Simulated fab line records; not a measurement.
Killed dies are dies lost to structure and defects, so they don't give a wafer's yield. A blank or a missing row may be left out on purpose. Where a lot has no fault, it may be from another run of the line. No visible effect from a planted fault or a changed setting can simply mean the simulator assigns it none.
Which tool did it?    flow gf180mcu    36 wafers from 12 lots sampled at 3 of the route's 602 steps

WHAT THE GAUGES SHOWED, per wafer
GF_V4_RS_MEAS_24: uses a four-point probe to measure.
lot   measured      on            V4_W_RS (ohm/sq)
L075  day 25 03:27  filmMetro-04  0.338 0.326 0.330
L077  day 26 04:47  filmMetro-04  0.329 0.328 0.340
L079  day 26 12:05  filmMetro-02  0.328 0.324 0.321
L081  day 27 09:52  filmMetro-02  0.331 0.327 0.329
L083  day 27 20:46  filmMetro-02  0.343 0.334 0.342
L085  day 28 10:41  filmMetro-02  0.328 0.326 0.322
L087  day 29 04:41  filmMetro-04  0.325 0.326 0.326
L089  day 29 17:38  filmMetro-02  0.338 0.340 0.337
L090  day 30 09:54  filmMetro-02  0.339 0.339 0.333
L093  day 30 22:04  filmMetro-02  0.336 0.336 0.333
L094  day 31 09:44  filmMetro-02  0.344 0.337 0.335
L097  day 32 01:24  filmMetro-04  0.342 0.341 0.343

TOOL THAT RAN EACH LOT (tool first, then ch and the chambers of the sampled wafers, then the start)
lot   GF_V3_CMP_26                   GF_M4_METAL_ETCH_16
L075  cmp-01 ch 0,2, day 23 03:23    rieMetal-02 ch 0,1, day 24 02:59
L077  cmp-02 ch 0,1,3, day 24 06:53  rieMetal-01 ch 0,1, day 25 05:05
L079  cmp-02 ch 0,1,2, day 24 13:45  rieMetal-01 ch 0,1, day 25 12:31
L081  cmp-01 ch 0,2, day 25 12:17    rieMetal-02 ch 0,1, day 26 09:56
L083  cmp-01 ch 0,2, day 25 23:37    rieMetal-02 ch 0,1, day 26 21:55
L085  cmp-02 ch 1,2,3, day 26 14:57  rieMetal-02 ch 0,1, day 27 12:17
L087  cmp-02 ch 0,1,3, day 27 10:07  rieMetal-01 ch 1, day 28 06:49
L089  cmp-02 ch 0,1,2, day 27 23:45  rieMetal-04 ch 0,1, day 28 19:37
L090  cmp-02 ch 0,3, day 28 16:44    rieMetal-02 ch 1, day 29 12:37
L093  cmp-02 ch 0,3, day 29 05:22    rieMetal-01 ch 1, day 30 01:17
L094  cmp-01 ch 0,2,3, day 29 18:10  rieMetal-01 ch 0, day 30 13:14
L097  cmp-01 ch 0,1,3, day 30 10:52  rieMetal-04 ch 0, day 31 05:35
- GF_V3_CMP_26: polishes, stops on SiO2, t overpolish 15 s, target thk 0 nm.
- GF_M4_METAL_ETCH_16: etches the open film in Cl2/BCl3, stops on SiO2, target depth 750.8 nm, time 125.1 s.

THE ANSWER, worked out from the rows above alone
Rule: the usual values come from the lots themselves. Put in order of their means at a reading, lots are off if they are a third of the lots or fewer, leave a main group of 4 or more, and stand apart from it by a gap of 3 or more times the standard deviation of the main group's means; of several such gaps the widest counts. A main group whose means are all the same, to the digits that the tables above print for the reading, isn't used. Also off: a lot with no number at a reading for which 4 or more lots have one. The other lots that the step has rows for count as sound.
Across all readings shown, no lot is off: no conclusion can be drawn from this.

WHAT THE SIMULATOR HAD PUT IN
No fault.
